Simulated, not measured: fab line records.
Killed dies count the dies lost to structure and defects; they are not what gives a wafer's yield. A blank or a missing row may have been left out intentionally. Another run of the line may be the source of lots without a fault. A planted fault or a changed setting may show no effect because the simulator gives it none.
fab line records	flow sky130
record lots=6	wafers=18	lastDay=50
route steps=708 shown FIELD_ISO@13 NWELL@32 PAD_OPEN@708
lots untouched by any fault: they come from a run of this same line in which no faults occurred
startH: hours from the record's first day to the start of the lot's first wafer shown	waitH: hours from the lot's prior step to this one	" identical to the entry in the row above	L1.1+2: a row that stands for several wafers	- value missing, or start not given	* or withheld: withheld	< > ~ a bound
route shown NAME@n: a module of which the file shows steps, and the number in the route of the first	usual: mean/standard deviation of fault-free wafers	same: alike in all rows	chamber/n: place in a boat	sites: per-site readings	_std_site: how widely they spread, as a standard deviation	_edge_site: the outer-site mean with the inner-site mean subtracted	radiusMm: for every site, how far away it sits from the centre of the wafer	mask NAME#n: copy n	behind: the tool/chamber that last shaped the wafer	hold: what put the lot on hold/how long, in hours/how the hold closed	device: the n, p or np transistor that did not switch	end of line: at the end of the route, the tests of the same wafers	where a step has no rows: the recipe by itself	killed: not the wafer's yield, but the dies lost to structure and defects at the first sort	map: a wafer's dies, marking killed ones x, the rest . and places with no die _
set.NAME: setting as actually run; set.NAME@STEP: the setting as run at that earlier step	model.NAME: the simulator's own value behind a step, which no gauge read
lots at some steps of the route; a table a step, a row a wafer
services: when a tool's chamber went out of use (startH, in hours from the record's first day, below 0 if earlier), for how many hours, and the reason
## steps
# step SKY_FIELD_ISO_DEVELOP_12
# recipe developTimeS=60	resist=KrF-thick	devTempC=21
# step SKY_FIELD_ISO_CD_MEAS_13
# recipe targetCdNm=150
# usual cdNm=149.6/1.4
lot.wafer	tool	chamber	startH	waitH	cdNm
L866.2	cdSem-02	-	34.94	-	151.8
L866.3	"	-	"	"	151.3
L866.6	"	-	"	"	152.1
L871.1	cdSem-01	-	60.49	-	150.7
L871.3	"	-	"	"	151.3
L871.4	"	-	"	"	151.7
L876.2	cdSem-01	-	86.76	-	150.1
L876.3	"	-	"	"	150.4
L876.4	"	-	"	"	150.6
L879.2	cdSem-01	-	102.86	-	149.9
L879.3	"	-	"	"	150.2
L879.5	"	-	"	"	151.0
L880.1	cdSem-02	-	110.92	-	148.2
L880.2	"	-	"	"	146.9
L880.4	"	-	"	"	148.2
L881.1	cdSem-02	-	113.42	-	148.1
L881.4	"	-	"	"	148.7
L881.5	"	-	"	"	148.1
# step SKY_FIELD_ISO_ETCH_14
# recipe chemistry=N2/H2	target=BARC	ionEnergyEv=200	sourceW=500	biasW=100	pressureMtorr=30	n2FlowSccm=100	h2FlowSccm=200	stopOn=SiO2	timeS=45.9	targetDepthA=600
# usual drypumpMotorCurrentA=5.6/0.41	h2FlowSccm=200.0/0.6	oesProductAu=0.855/0.0048	throttleValvePct=13.225/0.0092
lot.wafer	tool	chamber	startH	waitH	drypumpMotorCurrentA	h2FlowSccm	oesProductAu	rfHoursCounterH	throttleValvePct
L866.2	rieDiel-04	1	35.04	0.1	5.3	199.5	0.852	107	13.210
L866.3	"	0	"	"	5.7	200.4	0.859	30	13.220
L866.6	"	2	"	"	5.7	199.9	0.860	-	13.231
L871.1	rieDiel-02	2	60.61	0.1	4.9	200.0	0.854	140	13.236
L871.3	"	3	"	"	5.8	200.2	0.859	6	13.219
L871.4	"	1	"	"	5.5	199.3	0.848	113	13.222
L876.2	rieDiel-03	2	86.86	0.1	6.4	199.6	0.853	8	13.226
L876.3	"	3	"	"	5.8	200.1	0.859	62	13.223
L876.4	"	0	"	"	5.7	199.2	0.863	6	13.245
L879.2	rieDiel-02	3	102.96	0.1	5.8	200.5	0.861	7	13.247
L879.3	"	0	"	"	5.3	199.7	0.852	59	13.217
L879.5	"	2	"	"	4.9	201.3	0.859	-	13.223
L880.1	rieDiel-03	3	111.04	0.1	5.8	200.9	0.855	62	13.223
L880.2	"	1	"	"	5.5	199.7	0.860	119	13.236
L880.4	"	0	"	"	5.7	200.8	0.859	7	13.227
L881.1	rieDiel-02	2	113.54	0.1	4.9	200.4	0.855	141	13.229
L881.4	"	1	"	"	5.5	200.2	0.862	114	13.207
L881.5	"	0	"	"	5.3	199.6	0.849	-	13.226
# step SKY_FIELD_ISO_ETCH_15
# recipe chemistry=CHF3/O2	targetDepthNm=180	stopOn=Si	sourceW=600	biasW=200	pressureMtorr=40	chf3FlowSccm=50	O2_flow_sccm=5	timeS=72
# usual drypumpMotorCurrentA=5.6/0.41	oesProductAu=0.944/0.0072	throttleValvePct=8.844/0.0089
lot.wafer	tool	chamber	startH	waitH	drypumpMotorCurrentA	oesProductAu	rfHoursCounterH	throttleValvePct
L866.2	rieDiel-04	1	35.08	0.0	5.3	0.938	107	8.853
L866.3	"	0	"	"	5.7	0.949	30	8.845
L866.6	"	2	"	"	5.7	0.943	-	8.856
L871.1	rieDiel-02	2	60.65	0.0	4.9	0.938	140	8.840
L871.3	"	3	"	"	5.8	0.939	6	8.841
L871.4	"	1	"	"	5.5	0.931	113	8.863
L876.2	rieDiel-03	2	86.90	0.0	6.4	0.938	8	8.847
L876.3	"	3	"	"	5.8	0.938	62	8.845
L876.4	"	0	"	"	5.7	0.943	6	8.843
L879.2	rieDiel-02	3	103.00	0.0	5.8	0.959	7	8.858
L879.3	"	0	"	"	5.3	0.944	59	8.843
L879.5	"	2	"	"	4.9	0.954	-	8.855
L880.1	rieDiel-03	3	111.08	0.0	5.8	0.941	63	8.845
L880.2	"	1	"	"	5.5	0.937	119	8.836
L880.4	"	0	"	"	5.7	0.946	7	8.851
L881.1	rieDiel-02	2	113.58	0.0	4.9	0.931	141	8.835
L881.4	"	1	"	"	5.5	0.950	114	8.844
L881.5	"	0	"	"	5.3	0.951	-	8.838
# step SKY_FIELD_ISO_STRIP_16
# recipe chemistry=O2/N2	powerW=1400	pressureMtorr=1500	platenTempC=withheld	o2FlowSccm=3000	n2FlowSccm=300	overashFraction=0.5
# usual drypumpMotorCurrentA=5.7/0.39	oesProductAu=0.378/0.0048	stripTimeToEndpointS=3.546/0.03
# same overashFraction=0.5
lot.wafer	tool	chamber	startH	waitH	drypumpMotorCurrentA	oesProductAu	rfHoursCounterH	stripTimeToEndpointS
L866.2	plasmaAsher-04	1	35.16	0.1	5.6	0.376	35	3.597
L866.3	"	1	"	"	5.6	0.377	-	3.566
L866.6	"	0	"	"	5.5	0.380	-	3.568
L871.1	plasmaAsher-02	1	60.71	0.0	5.4	0.385	36	3.579
L871.3	"	0	"	"	5.5	0.380	-	3.551
L871.4	"	1	"	"	5.4	0.379	-	3.553
L876.2	plasmaAsher-04	1	86.96	0.0	5.6	0.374	40	3.535
L876.3	"	0	"	"	5.5	0.368	-	3.502
L876.4	"	1	"	"	5.6	0.380	-	3.579
L879.2	plasmaAsher-01	0	103.06	0.0	6.4	0.379	43	3.560
L879.3	"	0	"	"	6.4	0.372	-	3.548
L879.5	"	0	"	"	6.4	0.380	-	3.553
L880.1	plasmaAsher-04	1	111.13	0.0	5.6	0.381	42	3.512
L880.2	"	0	"	"	5.5	0.375	42	3.611
L880.4	"	0	"	"	5.5	0.372	-	3.529
L881.1	plasmaAsher-04	1	113.63	0.0	5.7	0.377	42	3.546
L881.4	"	1	"	"	5.7	0.384	-	3.556
L881.5	"	0	"	"	5.5	0.378	-	3.553
# step SKY_FIELD_ISO_ETCH_17
# recipe targetDepthA=3420	maskMaterial=Si3N4	chemistry=HBr/Cl2/O2	target=Si	taperDeg=5	icpW=600	biasW=150	pressureMtorr=15	HBr_flow_sccm=150	Cl2_flow_sccm=40	O2_flow_sccm=6	timeS=97.7
# usual drypumpMotorCurrentA=5.9/0.54	oesProductAu=0.997/0.01	throttleValvePct=25.658/0.011
lot.wafer	tool	chamber	startH	waitH	drypumpMotorCurrentA	oesProductAu	rfHoursCounterH	throttleValvePct
L866.2	rieSi-02	1	35.26	0.1	6.3	0.997	0	25.682
L866.3	"	3	"	"	6.8	0.990	60	25.670
L866.6	"	3	"	"	6.7	0.987	-	25.681
L871.1	rieSi-02	3	60.81	0.1	6.8	0.986	60	25.649
L871.3	"	2	"	"	5.8	1.003	73	25.643
L871.4	"	1	"	"	6.4	1.001	1	25.666
L876.2	rieSi-02	0	87.06	0.1	5.2	0.998	39	25.668
L876.3	"	3	"	"	6.8	1.009	60	25.659
L876.4	"	2	"	"	5.8	1.003	73	25.659
L879.2	rieSi-02	1	103.16	0.1	6.4	0.983	1	25.675
L879.3	"	2	"	"	5.8	1.005	74	25.656
L879.5	"	1	"	"	6.3	0.986	-	25.674
L880.1	rieSi-01	2	111.23	0.1	6.3	0.994	0	25.655
L880.2	"	1	"	"	5.0	0.993	2	25.646
L880.4	"	0	"	"	5.6	0.991	76	25.678
L881.1	rieSi-02	1	113.73	0.1	6.3	0.988	1	25.658
L881.4	"	3	"	"	6.8	1.002	60	25.644
L881.5	"	3	"	"	6.8	1.011	-	25.662
# step SKY_FIELD_ISO_WET_ETCH_18
# recipe chemistry=H3PO4	targetDepthNm=25	tempC=160	target=Si3N4	timeS=286
# step SKY_FIELD_ISO_CLEAN_19
# recipe chemistry=SC1/SC2	mix=1:4:20	tempC=70	timeS=150
# step SKY_FIELD_ISO_CLEAN_20
# recipe chemistry=dHF	timeS=20	dilution=100:1
# step SKY_FIELD_ISO_WET_ETCH_21
# recipe chemistry=dHF	dilution=100:1	targetDepthNm=20	dry=ipaMarangoni	target=SiO2	tempC=25	timeS=400
# step SKY_FIELD_ISO_OXIDATION_22
# recipe tempC=950	ambient=O2	stabiliseS=600	purgeS=300	targetThkA=100	oxTimeS=623
# step SKY_FIELD_ISO_THK_MEAS_23
# recipe reads=SiO2_of_FIELD_ISO_OXIDATION_22
# usual FIELD_ISO_OXIDATION_01_THK=9.94/0.19
lot.wafer	tool	chamber	startH	waitH	FIELD_ISO_OXIDATION_01_THK[nm]
L866.2	filmMetro-02	-	40.89	0.0	9.80
L866.3	"	-	"	"	10.03
L866.6	"	-	"	"	9.97
L871.1	filmMetro-03	-	63.33	0.0	10.09
L871.3	"	-	"	"	10.04
L871.4	"	-	"	"	9.79
L876.2	filmMetro-02	-	89.09	0.0	9.88
L876.3	"	-	"	"	9.93
L876.4	"	-	"	"	9.89
L879.2	filmMetro-01	-	104.71	0.0	9.41
L879.3	"	-	"	"	9.25
L879.5	"	-	"	"	9.39
L880.1	filmMetro-02	-	114.54	0.0	9.88
L880.2	"	-	"	"	9.89
L880.4	"	-	"	"	9.83
L881.1	filmMetro-03	-	118.60	0.0	10.15
L881.4	"	-	"	"	10.08
L881.5	"	-	"	"	10.04
# step SKY_FIELD_ISO_CVD_24
# recipe material=SiO2	targetThkNm=595	tempC=650	sigmaOpenFrac=0.3	timeS=99.2	sih4FlowSccm=60	pressureMtorr=6
# usual pressureMtorr=6.001/0.012
lot.wafer	tool	chamber	startH	waitH	pressureMtorr	model.SiO2_of_FIELD_ISO_CVD_24.thkNm
L866.2	hdpcvd-01	2	40.94	0.0	6.017	582.9
L866.3	"	1	"	"	5.984	583.9
L866.6	"	0	"	"	6.008	590.6
L871.1	hdpcvd-02	0	63.39	0.1	5.996	589.2
L871.3	"	2	"	"	5.989	591.5
L871.4	"	0	"	"	5.992	587.6
L876.2	hdpcvd-01	0	89.14	0.0	6.008	408
L876.3	"	1	"	"	6.004	402.6
L876.4	"	2	"	"	6.020	405.8
L879.2	hdpcvd-01	0	104.76	0.0	5.999	415.3
L879.3	"	1	"	"	6.021	402.7
L879.5	"	1	"	"	6.024	407.8
L880.1	hdpcvd-02	2	114.60	0.1	6.003	586.6
L880.2	"	0	"	"	6.002	590.3
L880.4	"	2	"	"	6.003	580.8
L881.1	hdpcvd-02	2	118.66	0.1	6.016	585.5
L881.4	"	1	"	"	5.996	585.9
L881.5	"	2	"	"	6.003	592.3
# step SKY_FIELD_ISO_THK_MEAS_25
# recipe reads=SiO2_of_FIELD_ISO_CVD_24
# usual FIELD_ISO_CVD_24_THK=594/7.1
lot.wafer	tool	chamber	startH	waitH	FIELD_ISO_CVD_24_THK[nm]
L866.2	filmMetro-01	-	41.02	0.0	583
L866.3	"	-	"	"	584
L866.6	"	-	"	"	590
L871.1	filmMetro-02	-	63.46	0.0	589
L871.3	"	-	"	"	592
L871.4	"	-	"	"	588
L876.2	filmMetro-02	-	89.22	0.0	408
L876.3	"	-	"	"	403
L876.4	"	-	"	"	406
L879.2	filmMetro-02	-	104.88	0.1	415
L879.3	"	-	"	"	403
L879.5	"	-	"	"	408
L880.1	filmMetro-03	-	114.68	0.0	587
L880.2	"	-	"	"	590
L880.4	"	-	"	"	580
L881.1	filmMetro-01	-	118.73	0.0	586
L881.4	"	-	"	"	586
L881.5	"	-	"	"	592
# step SKY_FIELD_ISO_ANNEAL_26
# recipe tempC=1000	timeS=1800	ambient=N2
# step SKY_FIELD_ISO_CMP_27
# recipe stopOn=Si3N4	tOverpolishS=16	downForcePsi=4	platenRpm=60	targetThkNm=457.8	padVelocityMS=0.94248
# usual motorCurrentA=13.0/1.6	retainingRingPressureFrac=1.000/0.0051	timeToEndpointS=113/3.9
lot.wafer	tool	chamber	startH	waitH	motorCurrentA	retainingRingPressureFrac	timeToEndpointS
L866.3	cmp-02	0	43.90	0.0	10.3	0.999	117
L866.2	"	2	"	"	14.6	1.004	108
L866.6	"	1	"	"	12.0	1.002	111
L871.4	cmp-02	1	67.43	0.0	13.1	1.001	107
L871.1	"	2	"	"	14.3	0.997	108
L871.3	"	0	"	"	10.6	0.996	110
L876.3	cmp-01	1	90.77	0.0	12.5	0.989	75
L876.4	"	2	"	"	14.3	0.999	75
L876.2	"	3	"	"	15.7	0.995	75
L879.3	cmp-02	3	107.64	0.1	11.3	0.996	76
L879.2	"	0	"	"	10.3	1.008	80
L879.5	"	2	"	"	13.7	0.996	72
L880.1	cmp-01	1	120.10	0.0	13.0	0.990	111
L880.2	"	2	"	"	14.0	1.003	110
L880.4	"	0	"	"	13.2	0.999	109
L881.1	cmp-01	2	122.95	0.1	13.7	1.000	107
L881.4	"	3	"	"	16.0	1.005	108
L881.5	"	1	"	"	12.8	0.993	115
# step SKY_FIELD_ISO_WET_ETCH_28
# recipe chemistry=dHF	targetDepthNm=23.7	target=SiO2	dilution=10:1	tempC=25	timeS=47
# step SKY_FIELD_ISO_WET_ETCH_29
# recipe chemistry=H3PO4	targetDepthNm=160	target=Si3N4	tempC=160	timeS=1825
# step SKY_FIELD_ISO_WET_ETCH_30
# recipe chemistry=dHF	targetDepthNm=25	target=SiO2	dilution=10:1	tempC=25	timeS=50
lot.wafer	tool	chamber	startH	waitH	model.SiO2_of_FIELD_ISO_CVD_24.thkNm
L866.2+6	wetBench-02	2	45.25	0.0	404.4
L866.3	"	2	"	"	406.4
L871.1	wetBench-03	0	68.26	0.0	403.8
L871.3	"	0	"	"	405.3
L871.4	"	0	"	"	403.9
L876.2	wetBench-02	0	91.61	0.0	355.2
L876.3	"	0	"	"	349.6
L876.4	"	0	"	"	353.1
L879.2	wetBench-03	3	108.38	0.0	362.1
L879.3	"	3	"	"	349.6
L879.5	"	3	"	"	354.6
L880.1	wetBench-02	1	120.93	0.0	406.4
L880.2	"	1	"	"	405.6
L880.4	"	1	"	"	406.8
L881.1	wetBench-02	2	123.68	0.0	406.2
L881.4	"	2	"	"	406.3
L881.5	"	2	"	"	405.9
# step SKY_NWELL_CLEAN_00
# recipe chemistry=SC1/SC2	mix=1:4:20	tempC=70	timeS=150	dry=n2Spin
# step SKY_PAD_OPEN_PROBE_99
# usual killed_at_M0_to_M3=43/6.6	killed_at_M4_up=3.1/1.9	killedAtContacts=24/5.2	killedAtFrontEnd=16/4.5	killedAtOther=0.4/0.62	killedDies=87/9	killedOnRim=17/3.7	killedOpen=48/7	killedShort=39/6.2
# same grossDies=492	killedAtBackSide=0
lot.wafer	tool	chamber	startH	waitH	killed_at_M0_to_M3	killed_at_M4_up	killedAtContacts	killedAtFrontEnd	killedAtOther	killedDies	killedOnRim	killedOpen	killedShort
L866.2	prober-01	-	1104.84	0.1	46	1	20	20	0	87	16	53	33
L866.3	prober-01	-	1104.89	0.2	32	5	27	15	1	80	14	48	32
L866.6	prober-01	-	1105.04	0.2	52	2	20	6	0	80	11	47	33
L871.1	prober-02	-	1132.47	0.1	59	0	20	19	0	98	15	55	39
L871.3	prober-02	-	1132.57	0.2	40	3	28	14	0	85	15	49	34
L871.4	prober-02	-	1132.62	0.2	34	2	25	21	0	82	11	45	36
L876.2	prober-02	-	1152.20	0.1	34	4	31	261	1	331	94	46	39
L876.3	prober-02	-	1152.25	0.2	34	4	28	279	2	347	95	45	43
L876.4	prober-02	-	1152.30	0.2	41	4	19	261	3	328	94	46	40
L879.2	prober-01	-	1178.28	0.1	47	2	34	258	0	341	95	46	51
L879.3	prober-01	-	1178.33	0.2	35	2	35	258	0	330	93	50	40
L879.5	prober-01	-	1178.43	0.2	55	4	38	239	2	338	95	65	51
L880.1	prober-02	-	1183.17	0.1	34	4	18	18	0	74	17	45	29
L880.2	prober-02	-	1183.22	0.1	38	5	29	13	1	86	18	51	34
L880.4	prober-02	-	1183.32	0.2	44	1	23	18	0	86	20	54	32
L881.1	prober-01	-	1196.56	0.1	39	0	19	17	0	75	12	47	27
L881.4	prober-01	-	1196.71	0.2	41	3	27	19	0	90	16	51	39
L881.5	prober-01	-	1196.76	0.2	42	2	35	10	0	89	20	49	40
# killed by level:class
L866.2 VIA1:geometricParticle:open=12 CONTACT:geometricParticle:open=11 VIA3:geometricParticle:open=9 FIELD_ISO:geometricParticle:short=6 VIA1:geometricParticle:short=6 FIELD_ISO:geometricParticle:open=5 LI_CONTACT:geometricParticle:open=5 METAL3:geometricParticle:short=5
L866.3 CONTACT:geometricParticle:open=11 METAL1:geometricParticle:short=8 LI_CONTACT:geometricParticle:open=7 VIA1:geometricParticle:open=7 VIA3:geometricParticle:open=6 FIELD_ISO:geometricParticle:short=5 FIELD_ISO:geometricParticle:open=4 SPACER:geometricParticle:open=3
L866.6 VIA1:geometricParticle:open=16 VIA3:geometricParticle:open=11 METAL2:geometricParticle:short=6 CONTACT:geometricParticle:short=6 CONTACT:geometricParticle:open=6 VIA1:geometricParticle:short=5 LI_CONTACT:geometricParticle:open=4 VIA3:geometricParticle:short=4
L871.1 VIA1:geometricParticle:open=15 METAL1:geometricParticle:short=11 VIA2:geometricParticle:open=10 VIA3:geometricParticle:open=10 CONTACT:geometricParticle:short=7 CONTACT:geometricParticle:open=6 FIELD_ISO:geometricParticle:open=5 POLY_GATE:geometricParticle:short=5
L871.3 VIA3:geometricParticle:open=10 CONTACT:geometricParticle:open=10 LI_CONTACT:geometricParticle:open=9 METAL2:geometricParticle:short=8 VIA1:geometricParticle:open=7 FIELD_ISO:geometricParticle:short=4 METAL1:geometricParticle:short=4 VIA2:geometricParticle:open=4
L871.4 CONTACT:geometricParticle:open=8 VIA3:geometricParticle:open=8 POLY_GATE:geometricParticle:open=5 VIA2:geometricParticle:open=5 LOCAL_INTERCONNECT:geometricParticle:short=5 METAL1:geometricParticle:short=5 FIELD_ISO:geometricParticle:open=4 LI_CONTACT:geometricParticle:open=4
L876.2 FIELD_ISO:areaCvd=245 CONTACT:geometricParticle:open=10 VIA1:geometricParticle:open=9 LOCAL_INTERCONNECT:geometricParticle:short=7 VIA2:geometricParticle:open=7 METAL1:geometricParticle:short=6 POLY_GATE:geometricParticle:short=5 LI_CONTACT:geometricParticle:open=5
L876.3 FIELD_ISO:areaCvd=258 CONTACT:geometricParticle:open=10 VIA3:geometricParticle:open=7 FIELD_ISO:geometricParticle:open=6 FIELD_ISO:geometricParticle:short=6 LI_CONTACT:geometricParticle:open=5 CONTACT:geometricParticle:short=5 VIA1:geometricParticle:open=5
L876.4 FIELD_ISO:areaCvd=241 VIA3:geometricParticle:open=12 CONTACT:geometricParticle:open=7 VIA2:geometricParticle:open=7 FIELD_ISO:geometricParticle:open=6 LI_CONTACT:geometricParticle:short=5 VIA2:geometricParticle:short=5 POLY_GATE:geometricParticle:short=4
L879.2 FIELD_ISO:areaCvd=243 CONTACT:geometricParticle:open=13 VIA1:geometricParticle:open=9 METAL1:geometricParticle:short=8 LI_CONTACT:geometricParticle:short=7 LI_CONTACT:geometricParticle:open=7 METAL2:geometricParticle:short=7 VIA2:geometricParticle:open=7
L879.3 FIELD_ISO:areaCvd=240 VIA1:geometricParticle:open=13 CONTACT:geometricParticle:open=10 CONTACT:geometricParticle:short=10 LI_CONTACT:geometricParticle:open=9 VIA3:geometricParticle:open=6 VIA1:geometricParticle:short=5 FIELD_ISO:geometricParticle:open=4
L879.5 FIELD_ISO:areaCvd=221 VIA1:geometricParticle:open=17 CONTACT:geometricParticle:open=15 LI_CONTACT:geometricParticle:open=9 METAL2:geometricParticle:short=8 VIA2:geometricParticle:open=7 POLY_GATE:geometricParticle:open=6 CONTACT:geometricParticle:short=6
L880.1 METAL1:geometricParticle:short=8 VIA2:geometricParticle:open=7 POLY_GATE:geometricParticle:open=7 LI_CONTACT:geometricParticle:open=7 CONTACT:geometricParticle:open=6 VIA1:geometricParticle:short=5 FIELD_ISO:geometricParticle:open=5 SPACER:geometricParticle:open=3
L880.2 VIA1:geometricParticle:open=12 LI_CONTACT:geometricParticle:open=10 CONTACT:geometricParticle:open=7 VIA2:geometricParticle:open=6 CONTACT:geometricParticle:short=5 METAL2:geometricParticle:short=5 FIELD_ISO:geometricParticle:open=4 POLY_GATE:geometricParticle:open=4
L880.4 VIA2:geometricParticle:open=10 CONTACT:geometricParticle:open=8 POLY_GATE:geometricParticle:open=7 LI_CONTACT:geometricParticle:open=7 VIA1:geometricParticle:open=6 VIA3:geometricParticle:open=6 FIELD_ISO:geometricParticle:short=5 METAL1:geometricParticle:short=4
L881.1 VIA1:geometricParticle:open=14 CONTACT:geometricParticle:open=9 VIA3:geometricParticle:open=6 POLY_GATE:geometricParticle:open=5 LI_CONTACT:geometricParticle:open=5 METAL1:geometricParticle:short=5 SPACER:geometricParticle:short=3 VIA2:geometricParticle:open=3
L881.4 VIA1:geometricParticle:open=12 CONTACT:geometricParticle:open=10 VIA1:geometricParticle:short=8 FIELD_ISO:geometricParticle:open=7 VIA3:geometricParticle:open=7 FIELD_ISO:geometricParticle:short=6 LI_CONTACT:geometricParticle:open=6 LOCAL_INTERCONNECT:geometricParticle:short=5
L881.5 VIA1:geometricParticle:open=15 CONTACT:geometricParticle:open=12 LOCAL_INTERCONNECT:geometricParticle:short=9 METAL1:geometricParticle:short=8 LI_CONTACT:geometricParticle:open=6 VIA3:geometricParticle:open=5 CONTACT:geometricParticle:short=4 VIA2:geometricParticle:open=4
# map L876.3 (x killed, . not)
__________xxxxxxxxxx_________
________xxxxxxxxx.xxxx_______
______xxxxxxxxx.xxxxxxxx_____
_____xxxxxxxxxx..xxxxxxxx____
____xxx..xxxxx....xxxxxxxx___
___xxxxxx.x..xxxxx.xxx.xxxx__
__xxxxx.xx...x....xx.xxxxxxx_
_xxxx...xx.x.....xx..x.xxxxxx
_xxxxx.x.x..x.xx....x...xxxxx
_xxx.xxxxx....x...x..xxxxxxxx
_x.xx.xxx.....x.....xx.xxxxxx
_xxxxxx..xx...x..x.....xxxxxx
_xxxxxxxx..x.x..xx....x.xxxxx
_xxxxx.x....xx...x...x.xx.xxx
_xxxx.xx.....xx..x.xx...xxxxx
__xxxx..xxx..x...xxx.xxxxxxx_
___xxxxxxxx..xxxx.xx..xx.xx__
____xxxxxx.xxx....xxxxxxxx___
_____xxxxxxxx.xxxxxx.xxxx____
______xxxx.xxxx.xxx.x.xx_____
________xxxxxxx.xx.xxx_______
__________xxxxxxxxxx_________
# map L879.2 (x killed, . not)
__________xxxxxx.xxx_________
________xxxx.xxx..xxxx_______
______xxxxxxx.xxxx.xxxxx_____
_____xxxx.xxx.xx...xxxxxx____
____xxxxx.xxxx.x..x.xxxxxx___
___xxxxx.x.....x.xxxx.xx.xx__
__xxxxx.x..xx.......xx.xxxxx_
_xxxx.xxx....xxx....x.xxxxxxx
_xxxx..xx.xx............xxx.x
_xxxx...xxx.....xxx.x.xxxxxxx
_xx.x.xx.xx.x.x..x.x..xx.xxxx
_xxxxx..xx.....x.xxxx.x.x.xxx
_xxxxxx.x.........xxxx..x.xxx
_xxxxxx..xxx...x...xx.xxxxxxx
_xxxxxxx.x..xx...x..xxxx..xxx
__xxxxxxx.x..x..x...x.xxxxxx_
___xxxxxx.x...xx.x.xxxxxxxx__
____xxx.xxxx.xx..x.xxxx.xx___
_____xxxxxx..xx.xxxxxxxxx____
______xxxxxxxxxxxxxxxxxx_____
________xxxx.xxxxxxxxx_______
__________xxxxxxxxxx_________
## services
tool	chamber	startH	hours	kind
rieSi-01	0	21.19	6.8	repair
rieDiel-03	1	22.51	5.6	repair
plasmaAsher-01	-	33.67	2.0	repair
cmp-02	-	49.02	1.8	repair
rieSi-01	2	54.10	-	clean
rieSi-01	2	54.10	17.1	scheduledDown
rieSi-01	2	54.10	17.1	ventCycle
cmp-01	-	64.00	4.0	pm
hdpcvd-02	-	66.75	15.0	pm
hdpcvd-02	0	66.75	15.0	ventCycle
hdpcvd-02	1	66.75	15.0	ventCycle
hdpcvd-02	2	66.75	15.0	ventCycle
cmp-01	-	68.00	-	consumableReplace:conditioner
cmp-01	-	68.00	-	consumableReplace:pad
rieSi-01	-	79.79	2.8	pm
hdpcvd-02	0	81.75	-	clean
hdpcvd-02	1	81.75	-	clean
hdpcvd-02	2	81.75	-	clean
hdpcvd-01	2	104.51	19.6	repair
rieDiel-03	3	106.17	3.9	repair
plasmaAsher-01	-	108.75	9.0	pm
plasmaAsher-01	0	108.75	9.0	ventCycle
plasmaAsher-01	1	108.75	9.0	ventCycle
plasmaAsher-01	0	117.75	-	clean
## key
firstSign step=SKY_FIELD_ISO_THK_MEAS_25	reading=FIELD_ISO_CVD_24_THK	direction=down	sigmas=26	usual=594	struck=407
effect step=SKY_FIELD_ISO_CMP_27	reading=timeToEndpointS	direction=down	sigmas=9.6	usual=*	struck=*
effect step=SKY_PAD_OPEN_PROBE_99	reading=killedAtFrontEnd	direction=up	sigmas=54	usual=16	struck=259
modelEffect step=SKY_FIELD_ISO_CVD_24	value=SiO2_of_FIELD_ISO_CVD_24.thkNm	without=596.7	struck=407
modelEffect step=SKY_FIELD_ISO_WET_ETCH_30	value=SiO2_of_FIELD_ISO_CVD_24.thkNm	without=405.4	struck=354
moreKillsBornAt SKY_FIELD_ISO_CVD_24@hdpcvd-01=1448
metAt SKY_FIELD_ISO_CVD_24
struckWafers L876.2,L876.3,L876.4,L879.2,L879.3,L879.5
laterRowsLeftOut L876.3
testerLeftOut L876,L879
onsetBetween 40.94 89.14
fault kind=processParameterDrift	tool=hdpcvd-01	chamber=-	onsetH=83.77	steps=SKY_FIELD_ISO_CVD_24	channel=targetThkNm	offset=-189.64	shape=step	endH=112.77	actsIn=theseRecipesOnly	stated=595
# testerLeftOut: of these lots the tester's yield and bins aren't shown, on N5 and GAA mostly nor the transistor test; their killed dies are dies lost to structure and defects alone, not to doping, threshold or leakage, so they don't give the yield
# laterRowsLeftOut: the simulator's readings of these wafers behind a module that went badly wrong aren't trusted and aren't shown, but for the sort
